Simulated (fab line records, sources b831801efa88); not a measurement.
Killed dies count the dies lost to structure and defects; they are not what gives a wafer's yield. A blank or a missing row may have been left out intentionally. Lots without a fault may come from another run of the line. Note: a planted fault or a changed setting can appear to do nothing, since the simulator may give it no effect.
fab line records	flow sfq_line
record: lots: 5	wafers: 23
route steps=325 shown I2@110 M3@122 I3@137 M4@156 I4@164 JJ@180
start_h: start of the lot's first displayed wafer, in hours after the record's first day	wait_h: hours since the lot's step before	" as in the row above	L1.1+2: several wafers, shown together as one row	- no value, or no start was given	* or withheld: withheld	< > ~ a bound
route shown NAME@n: NAME is a module with steps in the file, n the number in the route of the first one	usual: mean/standard deviation of fault-free wafers	same: alike in all rows	chamber/n: place in a boat	sites: readings site by site	_std_site: standard deviation across them	_edge_site: mean of outer sites minus mean of inner sites	radius_mm: how far each site lies from the wafer's centre	mask NAME#n: copy n	behind: the tool/chamber that last shaped the wafer	hold: why the lot was held/for how many hours/how that ended	device: the n, p or np transistor that did not switch	end of line: the route-end tests of the same wafers	a step with no rows: only its recipe	killed: not the wafer's yield, but the dies lost to structure and defects at the first sort	map: shows each die of a wafer: x if killed, . if not, _ if none is there
set.NAME: the setting the step ran with; set.NAME@STEP: the setting that earlier step ran with	model.NAME: the simulator's own value behind a step, which no gauge read
lots where settings were altered on purpose, with a table for each step and a row for each wafer
== steps ==
step: SFQ_TRILAYER_I2_VIA_LITHO_EXPOSE_068
recipe: mask_id: I2	na: 0.6	source_shape: conventional	sigma_outer: 0.65	target_cd_nm: 500	dose_mj: 21.3
lot.wafer	tool	chamber	start_h	wait_h	mask	set.dose_mj
L074.1+3+6	krf_scanner-02	0	528.39	-	I2#0	21.3
L074.2+5	"	0	"	"	I2#0	20.26
L075.1+2+3+5+6	krf_scanner-02	0	660.43	-	I2#0	21.3
L078.1+3+5	krf_scanner-02	0	684.43	-	I2#0	21.3
L078.2+4	"	0	"	"	I2#0	20.13
L079.2+4+6	krf_scanner-02	0	689.43	-	I2#0	21.3
L082.2+3+4+5+6	krf_scanner-01	0	708.77	-	I2#0	21.3
step: SFQ_TRILAYER_I2_VIA_LITHO_PEB_070
recipe: peb_temp_c: 115	peb_time_s: 60	resist: KrF
step: SFQ_TRILAYER_I2_VIA_LITHO_DEVELOP_069
recipe: time_s: 60	resist: KrF
step: SFQ_TRILAYER_I2_VIA_BARC_OPEN_VIA_ETCH_096
recipe: mask_material: PR	chemistry: O2	target_depth_nm: 125	target: BARC	source_w: 500	bias_w: 80	pressure_mtorr: 30.79	time_s: 41.7
lot.wafer	tool	chamber	start_h	wait_h	set.dose_mj@TRILAYER_I2_VIA_LITHO_EXPOSE_068	model.I2.cd_nm
L074.1	rie_diel-04	3	529.93	0.0	21.3	501.6
L074.2	"	0	"	"	20.26	491.2
L074.3	"	1	"	"	21.3	500.2
L074.5	"	0	"	"	20.26	491.5
L074.6	"	1	"	"	21.3	498.5
L075.1	rie_diel-03	3	661.97	0.0	21.3	498.6
L075.2	"	0	"	"	21.3	497.1
L075.3	"	2	"	"	21.3	498.5
L075.5	"	1	"	"	21.3	498.1
L075.6	"	0	"	"	21.3	497.5
L078.1	rie_diel-04	2	685.97	0.0	21.3	498.8
L078.2	"	3	"	"	20.13	490.1
L078.3	"	1	"	"	21.3	498
L078.4	"	1	"	"	20.13	490.8
L078.5	"	2	"	"	21.3	497.8
L079.2	rie_diel-03	2	690.77	0.0	21.3	499.1
L079.4	"	3	"	"	21.3	499
L079.6	"	0	"	"	21.3	498.3
L082.2	rie_diel-04	2	710.11	0.0	21.3	499.3
L082.3	"	1	"	"	21.3	500.5
L082.4	"	3	"	"	21.3	501.1
L082.5	"	1	"	"	21.3	501.2
L082.6	"	2	"	"	21.3	501.3
step: SFQ_TRILAYER_I2_VIA_ETCH_VIA_ETCH_070
recipe: target: SiO2	stop_on: Nb	mask_material: PR	taper_deg: 20	chemistry: CHF3	target_depth_nm: 260	source_w: 500	bias_w: 80	pressure_mtorr: 30	time_s: withheld
usual: oes_product_au: 0.854/0.0045
lot.wafer	tool	chamber	start_h	wait_h	set.leave_above_ref_nm@TRILAYER_I2_CMP_CMP_064	oes_product_au	model.I2.feature_depth_nm
L074.1	rie_diel-04	3	529.97	0.0	212.1	0.872	210.5
L074.2	"	0	"	"	200	0.853	200.4
L074.3	"	1	"	"	200	0.858	199.5
L074.5	"	0	"	"	200	0.853	198.3
L074.6	"	1	"	"	212.1	0.885	213
L075.1	rie_diel-03	3	662.01	0.0	200	0.863	201.5
L075.2	"	0	"	"	200	0.849	201.5
L075.3	"	2	"	"	200	0.860	201.2
L075.5	"	1	"	"	200	0.854	202.1
L075.6	"	0	"	"	200	0.858	201.1
L078.1	rie_diel-04	2	686.01	0.0	194.9	0.845	194.9
L078.2	"	3	"	"	194.9	0.845	195.6
L078.3	"	1	"	"	194.9	0.843	195.8
L078.4	"	1	"	"	200	0.851	200.7
L078.5	"	2	"	"	200	0.860	200.3
L079.2	rie_diel-03	2	690.81	0.0	200	0.860	200.5
L079.4	"	3	"	"	200	0.863	202.7
L079.6	"	0	"	"	200	0.855	200.8
L082.2	rie_diel-04	2	710.15	0.0	206.1	0.859	206.3
L082.3	"	1	"	"	200	0.855	199.5
L082.4	"	3	"	"	206.1	0.867	204.9
L082.5	"	1	"	"	206.1	0.865	205.3
L082.6	"	2	"	"	200	0.853	199.1
step: SFQ_TRILAYER_M3_LITHO_COAT_080
recipe: resist: BARC	spin_rpm: 3000	resist_thk_nm: 62
lot.wafer	tool	chamber	start_h	wait_h	set.spin_rpm	model.BARC_of_TRILAYER_M3_LITHO_COAT_080.thk_nm
L074.1	litho_track-03	0	531.16	0.1	2789	64.59
L074.2	"	0	"	"	3000	61.98
L074.3+6	"	0	"	"	3000	62.13
L074.5	"	0	"	"	2789	64.43
L075.1	litho_track-04	0	663.23	0.1	3101	61.01
L075.2	"	0	"	"	3000	61.81
L075.3	"	0	"	"	3101	60.94
L075.5	"	0	"	"	3000	62.18
L075.6	"	0	"	"	3000	61.9
L078.1	litho_track-04	0	687.20	0.1	3000	62.05
L078.2	"	0	"	"	2871	63.41
L078.3	"	0	"	"	3000	62.33
L078.4	"	0	"	"	3000	62.25
L078.5	"	0	"	"	2871	63.52
L079.2	litho_track-02	0	692.06	0.1	3000	62.29
L079.4	"	0	"	"	3000	62.05
L079.6	"	0	"	"	3000	62.01
L082.2	litho_track-02	0	711.39	0.1	2867	63.7
L082.3	"	0	"	"	2867	63.67
L082.4	"	0	"	"	3000	62.07
L082.5	"	0	"	"	3000	62.19
L082.6	"	0	"	"	2867	63.76
step: SFQ_TRILAYER_M3_ETCH_METAL_ETCH_078
recipe: target: Nb	stop_on: SiO2	mask_material: PR	chemistry: Cl2/Ar	target_depth_nm: 240	icp_w: 600	bias_w: 80	pressure_mtorr: 10	time_s: 120
lot.wafer	tool	chamber	start_h	wait_h	set.icp_w	set.leave_above_ref_nm@TRILAYER_I2_CMP_CMP_064	model.KrF_of_TRILAYER_M3_LITHO_COAT_075.thk_nm	model.SiO2_of_TRILAYER_I2_DEP_PECVD_063.thk_nm
L074.1	rie_metal-02	0	652.31	0.0	600	212.1	380.6	203
L074.2	"	1	"	"	572.4	200	389.7	192.9
L074.3	"	1	"	"	572.4	200	388.1	192
L074.5	"	1	"	"	600	200	383.4	190.8
L074.6	"	0	"	"	600	212.1	378.6	205.5
L075.1	rie_metal-04	0	665.70	0.0	600	200	379.2	194
L075.2	"	1	"	"	633.7	200	377.2	192.9
L075.3	"	0	"	"	633.7	200	375.4	192.6
L075.5	"	0	"	"	600	200	380.3	194.6
L075.6	"	1	"	"	633.7	200	376.7	192.5
L078.1	rie_metal-04	1	692.17	0.0	600	194.9	385.3	187.4
L078.2	"	0	"	"	638.2	194.9	378.4	186.8
L078.3	"	1	"	"	638.2	194.9	378	187
L078.4	"	0	"	"	600	200	384.2	193.2
L078.5	"	0	"	"	638.2	200	379.1	191.5
L079.2	rie_metal-01	1	698.17	0.0	600	200	377.6	193
L079.4	"	1	"	"	600	200	377.3	195.2
L079.6	"	0	"	"	600	200	378.2	193.3
L082.2	rie_metal-02	1	714.08	0.1	600	206.1	382.6	198.8
L082.3	"	1	"	"	650.1	200	372.6	190.3
L082.4	"	1	"	"	650.1	206.1	372.8	195.7
L082.5	"	1	"	"	600	206.1	383.1	197.8
L082.6	"	1	"	"	650.1	200	372.9	189.9
step: SFQ_TRILAYER_I3_VIA_LITHO_COAT_090
recipe: resist: BARC	spin_rpm: 3000	resist_thk_nm: 62
lot.wafer	tool	chamber	start_h	wait_h	set.spin_rpm	model.BARC_of_TRILAYER_I3_VIA_LITHO_COAT_090.thk_nm
L074.1	litho_track-01	0	664.25	1.1	3000	62.18
L074.2	"	0	"	"	3000	62.01
L074.3	"	0	"	"	3000	62.02
L074.5	"	0	"	"	3000	61.92
L074.6	"	0	"	"	3000	61.95
L075.1	litho_track-02	0	672.87	1.0	3073	61.25
L075.2	"	0	"	"	3073	61.31
L075.3	"	0	"	"	3000	62.01
L075.5	"	0	"	"	3000	61.98
L075.6	"	0	"	"	3000	61.99
L078.1	litho_track-02	0	697.47	1.0	3000	61.88
L078.2	"	0	"	"	3000	61.96
L078.3	"	0	"	"	2853	63.37
L078.4	"	0	"	"	2853	63.33
L078.5	"	0	"	"	2853	63.41
L079.2	litho_track-02	0	705.20	0.8	3000	61.98
L079.4	"	0	"	"	3000	61.96
L079.6	"	0	"	"	3000	62.18
L082.2	litho_track-02	0	720.74	0.8	2793	64.19
L082.3	"	0	"	"	3000	61.97
L082.4	"	0	"	"	2793	64.28
L082.5	"	0	"	"	3000	62.03
L082.6	"	0	"	"	3000	61.81
step: SFQ_TRILAYER_M4_LITHO_PEB_096
recipe: peb_temp_c: 115	peb_time_s: 60	resist: KrF
lot.wafer	tool	chamber	start_h	wait_h	set.peb_time_s
L074.1+2+5	litho_track-01	0	838.90	1.0	63.31
L074.3+6	"	0	"	"	60
L075.1+5+6	litho_track-04	0	841.30	1.0	60
L075.2+3	"	0	"	"	54
L078.1+4+5	litho_track-02	0	869.00	1.0	53.93
L078.2+3	"	0	"	"	60
L079.2+4+6	litho_track-02	0	879.83	0.8	60
L082.2+3+6	litho_track-02	0	1029.18	0.8	65.89
L082.4+5	"	0	"	"	60
step: SFQ_TRILAYER_M4_BARC_OPEN_METAL_ETCH_123
recipe: mask_material: PR	chemistry: O2	target_depth_nm: 125	target: BARC	icp_w: 600	bias_w: 80	pressure_mtorr: 10	time_s: 41.7
lot.wafer	tool	chamber	start_h	wait_h	set.bias_w	set.peb_time_s@TRILAYER_M4_LITHO_PEB_096	model.M4.cd_nm
L074.1	rie_metal-03	1	839.24	0.0	73.74	63.31	491.9
L074.2	"	0	"	"	73.74	63.31	491.5
L074.3	"	1	"	"	80	60	499
L074.5	"	1	"	"	80	63.31	492.8
L074.6	"	0	"	"	73.74	60	498.6
L075.1	rie_metal-02	0	841.64	0.0	85.8	60	500.5
L075.2	"	1	"	"	80	54	514.1
L075.3	"	0	"	"	85.8	54	515.8
L075.5	"	1	"	"	80	60	498.7
L075.6	"	0	"	"	85.8	60	501.5
L078.1	rie_metal-02	1	869.34	0.0	80	53.93	515.9
L078.2	"	1	"	"	80	60	500.1
L078.3	"	1	"	"	80	60	498.8
L078.4	"	1	"	"	80	53.93	515.5
L078.5	"	1	"	"	80	53.93	514.8
L079.2	rie_metal-03	1	880.14	0.0	80	60	500.3
L079.4	"	1	"	"	80	60	498.7
L079.6	"	0	"	"	80	60	499.1
L082.2	rie_metal-04	0	1029.49	0.0	80	65.89	485.3
L082.3	"	1	"	"	80	65.89	484.7
L082.4	"	0	"	"	80	60	498.3
L082.5	"	1	"	"	89.48	60	499.8
L082.6	"	0	"	"	89.48	65.89	485.5
step: SFQ_TRILAYER_M4_ETCH_METAL_ETCH_096
recipe: target: Nb	stop_on: SiO2	mask_material: PR	chemistry: Cl2/Ar	target_depth_nm: 240	icp_w: 600	bias_w: 80	pressure_mtorr: 10	time_s: 120
lot.wafer	tool	chamber	start_h	wait_h	set.peb_time_s@TRILAYER_M4_LITHO_PEB_096	model.M4.cd_nm
L074.1+5	rie_metal-03	1	839.30	0.0	63.31	491.7
L074.2	"	0	"	"	63.31	491
L074.3	"	1	"	"	60	498.4
L074.6	"	0	"	"	60	497.2
L075.1	rie_metal-02	0	841.70	0.0	60	501
L075.2	"	1	"	"	54	517.6
L075.3	"	0	"	"	54	515.1
L075.5	"	1	"	"	60	502.1
L075.6	"	0	"	"	60	501.6
L078.1	rie_metal-02	1	869.46	0.1	53.93	519.9
L078.2	"	1	"	"	60	503.4
L078.3	"	1	"	"	60	503.2
L078.4	"	1	"	"	53.93	519.6
L078.5	"	1	"	"	53.93	518.2
L079.2	rie_metal-03	1	880.20	0.0	60	499.5
L079.4	"	1	"	"	60	497.4
L079.6	"	0	"	"	60	499.1
L082.2	rie_metal-04	0	1029.55	0.0	65.89	485.5
L082.3	"	1	"	"	65.89	485.4
L082.4	"	0	"	"	60	498.1
L082.5	"	1	"	"	60	499.3
L082.6	"	0	"	"	65.89	485.6
step: SFQ_TRILAYER_I4_CMP_CMP_100
recipe: material: SiO2	down_force_psi: 3	platen_rpm: 60	pad_velocity_m_s: 0.94248
usual: time_to_endpoint_s: 235/8
lot.wafer	tool	chamber	start_h	wait_h	set.down_force_psi	time_to_endpoint_s
L074.3	cmp-02	0	849.26	9.0	3.219	220
L074.1	"	1	"	"	3.219	217
L074.2	"	2	"	"	3	241
L074.6	"	3	"	"	3	240
L074.5	"	0	"	"	3	242
L075.3	cmp-02	2	852.26	9.6	3	246
L075.1	"	3	"	"	3	232
L075.2	"	0	"	"	3	232
L075.6	"	1	"	"	3	244
L075.5	"	2	"	"	3	248
L078.4	cmp-02	0	881.76	10.6	3	240
L078.3	"	1	"	"	3	241
L078.1	"	2	"	"	3	246
L078.2	"	3	"	"	3	239
L078.5	"	1	884.26	13.1	3	246
L079.4	cmp-01	3	891.15	10.0	3	239
L079.2	"	2	892.65	11.5	3	238
L079.6	"	3	"	"	3	233
L082.2	cmp-01	3	1030.52	0.0	2.582	254
L082.3	"	1	1031.52	1.0	3	215
L082.4	"	2	"	"	2.582	258
L082.5	"	3	"	"	3	222
L082.6	"	0	"	"	2.582	261
step: SFQ_TRILAYER_I4_VIA_LITHO_PEB_106
recipe: peb_temp_c: 115	peb_time_s: 60	resist: KrF
lot.wafer	tool	chamber	start_h	wait_h	set.peb_temp_c
L074.1+5	litho_track-03	0	997.95	1.0	115
L074.2+3+6	"	0	"	"	116.2
L075.1+3	litho_track-01	0	1002.75	1.0	118.2
L075.2+5+6	"	0	"	"	115
L078.1+2+5	litho_track-01	0	1031.55	1.0	115
L078.3+4	"	0	"	"	117.1
L079.2+4+6	litho_track-04	0	1044.43	0.8	115
L082.2+4	litho_track-04	0	1179.98	0.8	113.5
L082.3+5+6	"	0	"	"	115
step: SFQ_TRILAYER_I4_VIA_LITHO_DEVELOP_105
recipe: time_s: 60	resist: KrF
step: SFQ_TRILAYER_I4_VIA_BARC_OPEN_VIA_ETCH_146
recipe: mask_material: PR	chemistry: O2	target_depth_nm: 125	target: BARC	source_w: 500	bias_w: 80	pressure_mtorr: 30	time_s: 41.7
lot.wafer	tool	chamber	start_h	wait_h	set.peb_temp_c@TRILAYER_I4_VIA_LITHO_PEB_106	model.I4.cd_nm
L074.1	rie_diel-01	2	998.29	0.0	115	698.1
L074.2	"	0	"	"	116.2	719.7
L074.3	"	1	"	"	116.2	718.8
L074.5	"	3	"	"	115	698.5
L074.6	"	2	"	"	116.2	721.1
L075.1	rie_diel-02	0	1003.09	0.0	118.2	753.6
L075.2+6	"	1,3	"	"	115	700.5
L075.3	"	2	"	"	118.2	752
L075.5	"	2	"	"	115	701.8
L078.1	rie_diel-03	3	1031.89	0.0	115	698
L078.2	"	1	"	"	115	697.7
L078.3	"	0	"	"	117.1	734.6
L078.4	"	2	"	"	117.1	733.4
L078.5	"	1	"	"	115	699.6
L079.2	rie_diel-02	0	1044.74	0.0	115	701.2
L079.4	"	2	"	"	115	700.1
L079.6	"	0	"	"	115	700.7
L082.2	rie_diel-01	0	1180.29	0.0	113.5	673.4
L082.3	"	3	"	"	115	700.9
L082.4	"	1	"	"	113.5	670.4
L082.5	"	2	"	"	115	701.5
L082.6	"	1	"	"	115	699.6
step: SFQ_TRILAYER_JJ_TRILAYER_DEP_SPUTTER_110
recipe: material: Al	base_pressure_pa: 1.33e-06	target_thk_nm: 8	power_w: 500	time_s: 10	chamber_pressure_pa: 0.4
lot.wafer	tool	chamber	start_h	wait_h	set.time_s	model.Al_of_TRILAYER_JJ_TRILAYER_DEP_SPUTTER_110.thk_nm
L074.1	pvd_sputter-06	-	999.32	0.0	10	8.097
L074.2	"	-	"	"	10	7.861
L074.3	"	-	"	"	11.36	9.008
L074.5	"	-	"	"	11.36	8.957
L074.6	"	-	"	"	11.36	8.944
L075.1	pvd_sputter-03	-	1004.13	0.0	8.622	6.863
L075.2	"	-	"	"	8.622	6.803
L075.3	"	-	"	"	10	7.881
L075.5	"	-	"	"	10	7.973
L075.6	"	-	"	"	8.622	6.905
L078.1	pvd_sputter-05	-	1032.92	0.0	10	8.286
L078.2	"	-	"	"	10	8.22
L078.3	"	-	"	"	10	8.3
L078.4	"	-	"	"	10	8.171
L078.5	"	-	"	"	10	8.282
L079.2	pvd_sputter-05	-	1045.77	0.0	10	8.074
L079.4	"	-	"	"	10	8.11
L079.6	"	-	"	"	10	7.974
L082.2	pvd_sputter-06	-	1181.93	0.0	10	8.125
L082.3	"	-	"	"	11.33	8.904
L082.4	"	-	"	"	11.33	8.962
L082.5	"	-	"	"	11.33	8.912
L082.6	"	-	"	"	10	7.93
step: SFQ_TRILAYER_JJ_CE_LITHO_COAT_119
recipe: resist: BARC	spin_rpm: 3000	resist_thk_nm: 62
lot.wafer	tool	chamber	start_h	wait_h	set.resist_thk_nm	model.BARC_of_TRILAYER_JJ_CE_LITHO_COAT_119.thk_nm
L074.1	litho_track-04	0	1000.60	0.1	62	61.94
L074.2	"	0	"	"	62	61.96
L074.3	"	0	"	"	62	61.91
L074.5	"	0	"	"	62	62.06
L074.6	"	0	"	"	62	62.04
L075.1	litho_track-02	0	1005.41	0.1	62	62.36
L075.2	"	0	"	"	62	62.38
L075.3	"	0	"	"	62	62.41
L075.5	"	0	"	"	62	62.48
L075.6	"	0	"	"	62	62.47
L078.1	litho_track-02	0	1034.20	0.1	60.56	60.64
L078.2	"	0	"	"	62	62.09
L078.3	"	0	"	"	60.56	60.77
L078.4	"	0	"	"	62	62.3
L078.5	"	0	"	"	60.56	60.59
L079.2	litho_track-02	0	1047.10	0.1	62	62.28
L079.4	"	0	"	"	62	62.2
L079.6	"	0	"	"	62	62.39
L082.2	litho_track-04	0	1183.27	0.1	58.59	58.42
L082.3	"	0	"	"	58.59	58.51
L082.4	"	0	"	"	62	61.87
L082.5	"	0	"	"	62	61.75
L082.6	"	0	"	"	62	61.78
step: SFQ_TRILAYER_JJ_CE_LITHO_PEB_117
recipe: peb_temp_c: 115	peb_time_s: 60	resist: KrF
lot.wafer	tool	chamber	start_h	wait_h	set.peb_temp_c
L074.1+2+3	litho_track-04	0	1002.55	1.0	112.9
L074.5+6	"	0	"	"	115
L075.1+3+5	litho_track-02	0	1007.36	1.0	114
L075.2+6	"	0	"	"	115
L078.1+3+4	litho_track-03	0	1036.15	1.0	115
L078.2+5	"	0	"	"	112.2
L079.2+4+6	litho_track-03	0	1050.35	0.8	115
L082.2+5	litho_track-04	0	1323.70	0.8	118.5
L082.3+4+6	"	0	"	"	115
step: SFQ_TRILAYER_JJ_CE_LITHO_DEVELOP_116
recipe: time_s: 60	resist: KrF
step: SFQ_TRILAYER_JJ_CE_METRO_MEASURE_117
usual: cd_nm: 700.3/1.4
lot.wafer	tool	chamber	start_h	wait_h	set.peb_temp_c@TRILAYER_JJ_CE_LITHO_PEB_117	cd_nm
L074.1	cd_sem-01	-	1002.88	0.0	112.9	741.8
L074.2	"	-	"	"	112.9	741.9
L074.3	"	-	"	"	112.9	740.0
L074.5	"	-	"	"	115	698.7
L074.6	"	-	"	"	115	699.2
L075.1	cd_sem-02	-	1007.70	0.0	114	720.3
L075.2	"	-	"	"	115	702.6
L075.3	"	-	"	"	114	721.8
L075.5	"	-	"	"	114	720.6
L075.6	"	-	"	"	115	702.4
L078.1	cd_sem-01	-	1036.48	0.0	115	699.2
L078.2	"	-	"	"	112.2	756.8
L078.3	"	-	"	"	115	698.5
L078.4	"	-	"	"	115	700.2
L078.5	"	-	"	"	112.2	757.1
L079.2	cd_sem-02	-	1050.86	0.2	115	699.3
L079.4	"	-	"	"	115	699.0
L079.6	"	-	"	"	115	699.1
L082.2	cd_sem-01	-	1324.21	0.2	118.5	643.4
L082.3	"	-	"	"	115	699.8
L082.4	"	-	"	"	115	699.4
L082.5	"	-	"	"	118.5	644.0
L082.6	"	-	"	"	115	699.0
step: SFQ_TRILAYER_JJ_CE_BARC_OPEN_RIE_150
recipe: mask_material: PR	chemistry: O2	target_depth_nm: 240	target: BARC	icp_w: 600	bias_w: 80	pressure_mtorr: 10	time_s: 80
lot.wafer	tool	chamber	start_h	wait_h	set.peb_temp_c@TRILAYER_JJ_CE_LITHO_PEB_117	model.JJ.cd_nm
L074.1	rie_metal-02	0	1004.08	1.0	112.9	742.8
L074.2	"	1	"	"	112.9	742.9
L074.3	"	0	"	"	112.9	741.5
L074.5	"	0	"	"	115	699.6
L074.6	"	1	"	"	115	700.9
L075.1	rie_metal-04	0	1008.90	1.0	114	722.9
L075.2	"	1	"	"	115	704.4
L075.3	"	0	"	"	114	723.9
L075.5	"	1	"	"	114	722
L075.6	"	0	"	"	115	706
L078.1	rie_metal-02	0	1037.68	1.0	115	700.7
L078.2	"	1	"	"	112.2	757.1
L078.3	"	0	"	"	115	699.4
L078.4	"	1	"	"	115	699.9
L078.5	"	0	"	"	112.2	757.7
L079.2	rie_metal-01	1	1051.86	0.8	115	699.2
L079.4	"	1	"	"	115	698.1
L079.6	"	0	"	"	115	700.4
L082.2	rie_metal-01	1	1325.21	0.8	118.5	644
L082.3	"	0	"	"	115	701.8
L082.4	"	1	"	"	115	700.5
L082.5	"	0	"	"	118.5	645.6
L082.6	"	1	"	"	115	700.3
== key ==
split: step: SFQ_TRILAYER_I2_VIA_LITHO_EXPOSE_068	setting: dose_mj	stated: 21.3	by: wafer
response: step: SFQ_TRILAYER_I2_VIA_BARC_OPEN_VIA_ETCH_096	reading: model.I2.cd_nm	change: +1.58	per: 1%	r: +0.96
split: step: SFQ_TRILAYER_M3_LITHO_COAT_080	setting: spin_rpm	stated: 3000	by: wafer
response: step: SFQ_TRILAYER_M3_LITHO_COAT_080	reading: model.BARC_of_TRILAYER_M3_LITHO_COAT_080.thk_nm	change: -0.332	per: 1%	r: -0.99
split: step: SFQ_TRILAYER_M3_ETCH_METAL_ETCH_078	setting: icp_w	stated: 600	by: wafer
response: step: SFQ_TRILAYER_M3_ETCH_METAL_ETCH_078	reading: model.KrF_of_TRILAYER_M3_LITHO_COAT_075.thk_nm	change: -1.1	per: 1%	r: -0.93
split: step: SFQ_TRILAYER_I3_VIA_LITHO_COAT_090	setting: spin_rpm	stated: 3000	by: wafer
response: step: SFQ_TRILAYER_I3_VIA_LITHO_COAT_090	reading: model.BARC_of_TRILAYER_I3_VIA_LITHO_COAT_090.thk_nm	change: -0.318	per: 1%	r: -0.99
split: step: SFQ_TRILAYER_M4_LITHO_PEB_096	setting: peb_time_s	stated: 60	by: wafer
response: step: SFQ_TRILAYER_M4_BARC_OPEN_METAL_ETCH_123	reading: model.M4.cd_nm	change: -1.46	per: 1%	r: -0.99
response: step: SFQ_TRILAYER_M4_ETCH_METAL_ETCH_096	reading: model.M4.cd_nm	change: -1.44	per: 1%	r: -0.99
split: step: SFQ_TRILAYER_M4_BARC_OPEN_METAL_ETCH_123	setting: bias_w	stated: 80	by: wafer
response none clear
split: step: SFQ_TRILAYER_I4_CMP_CMP_100	setting: down_force_psi	stated: 3	by: wafer
response: step: SFQ_TRILAYER_I4_CMP_CMP_100	reading: time_to_endpoint_s	change: *	per: 1%	r: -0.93
split: step: SFQ_TRILAYER_I4_VIA_LITHO_PEB_106	setting: peb_temp_c	stated: 115	by: wafer
response: step: SFQ_TRILAYER_I4_VIA_BARC_OPEN_VIA_ETCH_146	reading: model.I4.cd_nm	change: +19.4	per: 1%	r: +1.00
split: step: SFQ_TRILAYER_JJ_TRILAYER_DEP_SPUTTER_110	setting: time_s	stated: 10	by: wafer
response: step: SFQ_TRILAYER_JJ_TRILAYER_DEP_SPUTTER_110	reading: model.Al_of_TRILAYER_JJ_TRILAYER_DEP_SPUTTER_110.thk_nm	change: +0.0728	per: 1%	r: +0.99
split: step: SFQ_TRILAYER_JJ_CE_LITHO_COAT_119	setting: resist_thk_nm	stated: 62	by: wafer
response: step: SFQ_TRILAYER_JJ_CE_LITHO_COAT_119	reading: model.BARC_of_TRILAYER_JJ_CE_LITHO_COAT_119.thk_nm	change: +0.614	per: 1%	r: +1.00
split: step: SFQ_TRILAYER_JJ_CE_LITHO_PEB_117	setting: peb_temp_c	stated: 115	by: wafer
response: step: SFQ_TRILAYER_JJ_CE_METRO_MEASURE_117	reading: cd_nm	change: -20.9	per: 1%	r: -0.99
response: step: SFQ_TRILAYER_JJ_CE_BARC_OPEN_RIE_150	reading: model.JJ.cd_nm	change: -20.9	per: 1%	r: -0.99
split outside_this_file step=SFQ_TRILAYER_I2_CMP_CMP_064 setting=leave_above_ref_nm
split outside_this_file: this setting was split too, and the file shows its column; the key of that split is in another file
